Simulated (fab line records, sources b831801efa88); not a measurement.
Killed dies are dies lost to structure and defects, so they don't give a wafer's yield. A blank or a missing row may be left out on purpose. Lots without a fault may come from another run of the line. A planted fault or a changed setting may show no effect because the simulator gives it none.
Which tool did it? | flow gf180mcu | 13 lots, 39 wafers sampled, at 6 steps of a route of 602

WHAT THE GAUGES READ, wafer by wafer
GF_HV_LDD_CD_MEAS_19: target cd 400 nm.
lot  | measured     | on        | cd_nm (nm)
L347 | day 10 12:48 | cd_sem-01 | 397.4 397.8 397.8
L348 | day 10 22:23 | cd_sem-02 | 398.8 400.8 399.7
L350 | day 11 14:43 | cd_sem-02 | 397.9 397.3 397.2
L351 | day 11 21:13 | cd_sem-01 | 403.4 401.9 403.8
L353 | day 12 11:50 | cd_sem-02 | 401.3 396.6 398.1
L355 | day 13 06:40 | cd_sem-01 | 401.0 403.2 403.6
L358 | day 14 07:42 | cd_sem-01 | 397.2 397.6 397.9
L362 | day 15 17:02 | cd_sem-02 | 398.2 399.1 397.9
L364 | day 16 10:35 | cd_sem-01 | 402.4 404.7 406.2
L365 | day 16 16:31 | cd_sem-01 | 395.9 397.3 398.4
L367 | day 17 04:44 | cd_sem-02 | 402.4 400.1 400.8
L368 | day 17 12:52 | cd_sem-01 | 397.7 400.5 400.8
L369 | day 17 21:13 | cd_sem-01 | 400.9 400.7 400.7

GF_HV_LDD_OVL_MEAS_20.
lot  | measured     | on         | HV_LDD_01_OVL (nm)
L347 | day 10 12:55 | overlay-01 | 1.3 0.8 2.1
L348 | day 10 22:29 | overlay-02 | 2.0 -0.5 1.7
L350 | day 11 14:50 | overlay-01 | -0.5 -0.8 1.5
L351 | day 11 21:20 | overlay-02 | -0.2 -0.8 1.2
L353 | day 12 11:56 | overlay-01 | 0.1 0.3 -0.4
L355 | day 13 06:47 | overlay-01 | 0.0 -0.6 0.0
L358 | day 14 07:49 | overlay-02 | 0.0 -0.5 -2.6
L362 | day 15 17:08 | overlay-02 | -1.6 0.1 -1.8
L364 | day 16 10:41 | overlay-02 | 1.0 0.9 0.0
L365 | day 16 16:38 | overlay-02 | -2.7 -0.8 0.0
L367 | day 17 04:50 | overlay-02 | 0.0 1.8 -0.3
L368 | day 17 12:57 | overlay-02 | -0.2 1.3 -0.8
L369 | day 17 21:20 | overlay-02 | 1.4 0.3 1.7

GF_HV_LDD_RS_MEAS_53: measures by four-point-probe.
lot  | measured     | on            | HV_LDD_RS (ohm/sq)
L347 | day 12 03:20 | film_metro-01 | 420.5 420.4 420.0
L348 | day 12 13:43 | film_metro-04 | 418.1 418.8 418.7
L350 | day 13 06:51 | film_metro-01 | 420.2 419.9 419.9
L351 | day 13 14:39 | film_metro-04 | 418.5 418.8 421.0
L353 | day 14 05:23 | film_metro-02 | 419.5 419.0 418.4
L355 | day 15 00:58 | film_metro-04 | 419.1 418.9 420.6
L358 | day 16 02:53 | film_metro-01 | 420.1 419.2 419.2
L362 | day 17 14:39 | film_metro-01 | 417.2 417.7 416.7
L364 | day 18 11:15 | film_metro-02 | 416.9 418.4 418.0
L365 | day 18 15:44 | film_metro-01 | 419.8 420.0 419.8
L367 | day 19 05:04 | film_metro-02 | 418.9 420.0 419.3
L368 | day 19 14:11 | film_metro-02 | 418.0 418.5 418.2
L369 | day 19 23:16 | film_metro-02 | 418.9 419.2 419.1

GF_PSD_RS_MEAS_14: measures by four-point-probe.
lot  | measured     | on            | NSD_RS (ohm/sq)
L347 | day 13 23:52 | film_metro-04 | 46.11 46.07 46.15
L348 | day 14 09:46 | film_metro-02 | 46.19 46.24 46.05
L350 | day 15 02:52 | film_metro-04 | 46.28 46.20 46.27
L351 | day 15 12:21 | film_metro-04 | 46.19 46.16 46.14
L353 | day 16 03:35 | film_metro-02 | 46.04 46.08 46.18
L355 | day 17 01:02 | film_metro-03 | 46.11 46.14 46.09
L358 | day 18 04:06 | film_metro-02 | 46.18 45.93 46.00
L362 | day 19 17:45 | film_metro-02 | 46.00 46.15 46.11
L364 | day 20 15:11 | film_metro-03 | 41.45 41.47 41.41
L365 | day 20 20:25 | film_metro-04 | 41.33 41.47 41.39
L367 | day 21 09:38 | film_metro-03 | 41.13 41.12 41.06
L368 | day 21 18:19 | film_metro-03 | 46.08 46.14 46.22
L369 | day 22 02:16 | film_metro-03 | 46.07 46.12 46.06

GF_PSD_RS_MEAS_15: measures by four-point-probe.
lot  | measured     | on            | PSD_RS (ohm/sq)
L347 | day 13 23:59 | film_metro-04 | 108.1 108.4 108.4
L348 | day 14 09:53 | film_metro-02 | 108.6 108.5 108.3
L350 | day 15 02:59 | film_metro-04 | 108.9 108.9 108.5
L351 | day 15 12:28 | film_metro-04 | 108.9 108.7 108.7
L353 | day 16 03:43 | film_metro-02 | 108.5 108.4 108.6
L355 | day 17 01:09 | film_metro-03 | 108.6 108.8 108.8
L358 | day 18 04:13 | film_metro-02 | 108.1 108.0 108.1
L362 | day 19 17:52 | film_metro-02 | 108.3 108.7 108.7
L364 | day 20 15:18 | film_metro-03 | 100.5 100.4 100.3
L365 | day 20 20:32 | film_metro-04 | 99.9 99.8 100.5
L367 | day 21 09:45 | film_metro-03 | 99.5 99.7 99.6
L368 | day 21 18:26 | film_metro-03 | 108.7 108.8 108.6
L369 | day 22 02:23 | film_metro-03 | 108.5 108.6 108.5

WHICH TOOL RAN EACH LOT (tool, then ch and the chambers of the sampled wafers, then the start)
lot  | GF_PSD_RTA_13
L347 | rtp_anneal-01 ch 0, day 13 23:47
L348 | rtp_anneal-02 ch 0, day 14 09:37
L350 | rtp_anneal-02 ch 0, day 15 02:47
L351 | rtp_anneal-02 ch 0, day 15 12:16
L353 | rtp_anneal-01 ch 0, day 16 03:30
L355 | rtp_anneal-02 ch 0, day 17 00:57
L358 | rtp_anneal-02 ch 0, day 18 04:01
L362 | rtp_anneal-02 ch 0, day 19 17:35
L364 | rtp_anneal-02 ch 0, day 20 15:05
L365 | rtp_anneal-02 ch 0, day 20 20:20
L367 | rtp_anneal-02 ch 0, day 21 09:32
L368 | rtp_anneal-01 ch 0, day 21 18:13
L369 | rtp_anneal-01 ch 0, day 22 02:11
- GF_PSD_RTA_13: time 20 s.

WHAT THE TOOLS THEMSELVES READ (means of the sampled wafers that have a number; where no wafer has one, the mark that the record gives instead)
GF_PSD_RTA_13.
lot  | tool          | lamp_power_pct (%) | run_length_s (s) | wafer_temp_C_max
L347 | rtp_anneal-01 | 27.2               | 49.0             | 1030.2
L348 | rtp_anneal-02 | 32.1               | 50.9             | 1028.5
L350 | rtp_anneal-02 | 32.1               | 48.6             | 1029.3
L351 | rtp_anneal-02 | 32.1               | 48.7             | 1028.5
L353 | rtp_anneal-01 | 27.2               | 48.7             | 1030.4
L355 | rtp_anneal-02 | 32.1               | 48.6             | 1028.8
L358 | rtp_anneal-02 | 32.1               | 48.6             | 1028.1
L362 | rtp_anneal-02 | 32.1               | 51.0             | 1029.2
L364 | rtp_anneal-02 | 32.1               | 77.4             | 1028.5
L365 | rtp_anneal-02 | 32.0               | 77.1             | 1028.0
L367 | rtp_anneal-02 | 32.1               | 77.4             | 1028.4
L368 | rtp_anneal-01 | 27.2               | 48.7             | 1029.6
L369 | rtp_anneal-01 | 27.2               | 48.8             | 1029.0

THE ANSWER, worked out from the rows above alone
Rule: what is usual is taken from the lots themselves. Put in order of their means at a reading, lots are off if they are a third of the lots or fewer, leave a main group of 4 or more, and stand apart from it by a gap of 3 or more times the standard deviation of the main group's means; of several such gaps the widest counts. A main group whose means are all the same, to the digits that the tables above print for the reading, isn't used. A lot without any number at a reading at which 4 lots or more have one is off too. The other lots that the step has rows for count as sound. The gauges are gone through in route order, then the tools' own readings, and for those a lot's mean is taken as printed above. The first step at which some lot is off is used, and at that step the reading that is off furthest; a lot without a number counts as furthest.
Off: L364, L365, L367, at GF_PSD_RS_MEAS_14 (NSD_RS). The main group: mean 46.12 ohm/sq, standard deviation 0.055.
A tool fits if, at a process step before that reading, it ran every lot that is off, and no sound lot after the first of them. The gauges at GF_PSD_RS_MEAS_14 aren't tried: what is off there is off at GF_PSD_RTA_13 too, on other tools, and a gauge's error can't cause that. One fits: rtp_anneal-02 at GF_PSD_RTA_13. Its last sound lot is L362 (day 19 17:35), its first lot that is off L364 (day 20 15:05): a fault that began between those two fits.
The tool's own readings at GF_PSD_RTA_13 bear it out: on the lots that are off they differ by more than 5 times the standard deviation of the sound lots' means. run_length_s reads 77.3 s there against 49.2 s on the sound lots.

WHAT THE SIMULATOR HAD PUT IN
Process parameter drift: rtp_anneal-02, from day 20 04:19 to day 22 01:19, at GF_PSD_RTA_13. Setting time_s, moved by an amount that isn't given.
Lots struck among those shown: L364, L365, L367. The rule above found the same.
